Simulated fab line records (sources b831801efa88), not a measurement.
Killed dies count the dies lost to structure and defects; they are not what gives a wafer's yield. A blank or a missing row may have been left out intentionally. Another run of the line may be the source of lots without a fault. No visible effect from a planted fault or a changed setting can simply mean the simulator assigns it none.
Comparing a struck lot with a sound one + flow sky130 + 32 steps out of a route of 708
Sound: the wafers L441.1, L441.3, L441.4. Struck: wafer L460.2 (L460.1, L460.6, from the same lot, were not struck and are left out); the cause is given at the end.
Order at every step that has rows: each side's tool, ch and its chambers, its first start. Under that, the readings that differ: sound wafers + struck wafers + difference of the means + sigmas: that difference in standard deviations of wafers without a fault.
alike: same words and numbers on both sides, and readings whose means sit less than 2 such deviations apart. not compared: any withheld reading, any reading some wafer has no value for, any bound like >300 that may hide the same value, and any number with overlapping values for which the record gives no deviation.
The two part at a step that has a row with sigmas, a row that says differs or no value, or rows on one side only. Numbers that have no deviation but don't overlap get no sigmas and don't part them. A reading missing from all wafers of one side parts the sides only when that side holds two or more wafers.

SKY_CONTACT_ETCH_18: etches Si3N4 in CHF3/O2, stops on TiN, time 39 s, target depth 75 nm.
  sound on rie_diel-02 ch 0,2,3; struck on rie_diel-01 ch 0
| reading                | sound             | struck | difference | sigmas |
|------------------------|-------------------|--------|------------|--------|
| throttle_valve_pct (%) | 8.796 8.795 8.798 | 8.777  | -0.019     | -2     |
  alike: drypump_motor_current_A, oes_product_au
  not compared: rf_hours_counter_h
then, 6 steps without rows for these wafers: SKY_CONTACT_STRIP_19 (strips in O2/N2); SKY_CONTACT_STRIP_20 (strips in post etch residue remover, time 1200 s); SKY_CONTACT_CLEAN_21 (cleans in IPA, time 180 s); SKY_CONTACT_CLEAN_22 (cleans in O3/DIW); SKY_CONTACT_SPUTTER_23 (material TiN, target thk 20 nm, time 80 s); SKY_CONTACT_CVD_24 (deposits W, target thk 340 nm, time 102.12 s).
SKY_CONTACT_RS_MEAS_25: the measuring method here is four-point-probe.
  sound on film_metro-03 at day 31 20:41; struck on film_metro-03 at day 38 08:42
  alike: CONTACT_W_RS
SKY_CONTACT_THK_MEAS_26: measures by xrf.
  sound on film_metro-03 at day 31 20:49; struck on film_metro-03 at day 38 08:49
  alike: CONTACT_W_THK
then, 2 steps without rows for these wafers: SKY_CONTACT_CMP_27 (polishes, stops on SiO2, t overpolish 15 s, target thk 0 nm); SKY_METAL1_SPUTTER_00 (material Ti, target thk 15 nm, time 10 s).
SKY_METAL1_SPUTTER_01: material TiN, target thk 20 nm, time 16.7 s.
  sound on pvd_sputter-04 at day 31 21:11; struck on pvd_sputter-02 at day 38 09:32
  alike: cathode_dc_power_W, throttle_valve_pct
SKY_METAL1_SPUTTER_02: material AlCu, target thk 250 nm, time 13.3 s.
  sound on pvd_sputter-04 at day 31 21:13; struck on pvd_sputter-02 at day 38 09:33
  alike: cathode_dc_power_W, throttle_valve_pct
  not compared: model.AlCu_of_METAL1_SPUTTER_02.thk_nm
SKY_METAL1_SPUTTER_03: material Ti, target thk 5 nm, time 3.3 s.
  sound on pvd_sputter-04 at day 31 21:14; struck on pvd_sputter-02 at day 38 09:35
  alike: cathode_dc_power_W, throttle_valve_pct
SKY_METAL1_SPUTTER_04: material TiN, target thk 70 nm, time 58.3 s.
  sound on pvd_sputter-04 at day 31 21:16; struck on pvd_sputter-02 at day 38 09:36
  alike: cathode_dc_power_W, throttle_valve_pct
SKY_METAL1_RS_MEAS_05: the measuring method here is four-point-probe.
  sound on film_metro-02 at day 31 21:19; struck on film_metro-04 at day 38 09:39
  alike: METAL1_ALCU_RS
SKY_METAL1_THK_MEAS_06: measures by xrf.
  sound on film_metro-02 at day 31 21:26; struck on film_metro-04 at day 38 09:46
  alike: METAL1_ALCU_THK
then, 8 steps without rows for these wafers: SKY_METAL1_DEHYDRATE_07 (time 60 s); SKY_METAL1_HMDS_08 (prime time 60 s); SKY_METAL1_COAT_09 (resist thk 60 nm); SKY_METAL1_COAT_10 (resist thk 450 nm); SKY_METAL1_SOFTBAKE_11 (time 90 s); SKY_METAL1_EXPOSE_12 (exposes mask MM1, target cd 140 nm); SKY_METAL1_PEB_13; SKY_METAL1_DEVELOP_14 (develop time 60 s).
SKY_METAL1_CD_MEAS_15 targets a cd of 140 nm.
  sound on cd_sem-02 at day 33 01:58; struck on cd_sem-02 at day 39 10:37
  alike: cd_nm
SKY_METAL1_OVL_MEAS_16:
  sound on overlay-02 at day 33 02:05; struck on overlay-01 at day 39 10:44
  alike: METAL1_OVL
SKY_METAL1_DESCUM_17: chemistry O2, time 8 s.
  sound on rie_metal-02 ch 0,1, day 33 02:07; struck on rie_metal-02 ch 0, day 39 10:46
  alike: drypump_motor_current_A, he_backside_leak_sccm, oes_product_au
  not compared: rf_hours_counter_h
then, 1 step without rows for these wafers: SKY_METAL1_ETCH_18 (etches BARC in N2/H2, stops on SiO2, time 45.9 s, target depth 60 nm).
SKY_METAL1_METAL_ETCH_19: etches the open film in Cl2/BCl3, stops on SiO2, target depth 360 nm, time 78 s.
  sound on rie_metal-02 ch 0,1, day 33 02:13; struck on rie_metal-02 ch 0, day 39 10:52
| reading                            | sound                | struck | difference | sigmas |
|------------------------------------|----------------------|--------|------------|--------|
| throttle_valve_pct (%)             | 22.267 22.284 22.269 | 22.255 | -0.018     | -2     |
| model.etch.depth_nm (nm)           | 356.1 359 355.3      | 353.7  | -3.1       |        |
| model.METAL1.feature_depth_nm (nm) | 356.1 359 355.3      | 353.7  | -3.1       |        |
  alike: drypump_motor_current_A, he_backside_leak_sccm, mfc_cl2_sccm, oes_product_au
  not compared: rf_hours_counter_h
then, 1 step without rows for these wafers: SKY_METAL1_STRIP_20 (strips in O2/N2).
-- the record jumps here: 11 days lie between the struck wafers' starts before and after (it left off in module METAL1 and takes up again in module PAD_OPEN, whose first step shown is number 708 of the route) --
SKY_PAD_OPEN_PROBE_99:
  sound on prober-02 at day 46 02:33; struck on prober-01 at day 50 15:54
  alike: defect_limited_yield, killed_at_M0_to_M3, killed_at_M4_up, killed_at_contacts, killed_at_front_end, killed_at_other, killed_dies, killed_open, killed_short, sort_bin_3_pad_short, sort_bin_5_function, sort_bin_6_memory, sort_n_pass, sort_yield_pct
  not compared: model.etest.met1.rs_ohm_sq

== WHERE THEY PART ==
Earliest at SKY_CONTACT_ETCH_18; latest, in this record, at SKY_METAL1_METAL_ETCH_19. Later steps at which nothing parts them and some readings are alike: SKY_PAD_OPEN_PROBE_99.

WHY: whatever the simulator had introduced
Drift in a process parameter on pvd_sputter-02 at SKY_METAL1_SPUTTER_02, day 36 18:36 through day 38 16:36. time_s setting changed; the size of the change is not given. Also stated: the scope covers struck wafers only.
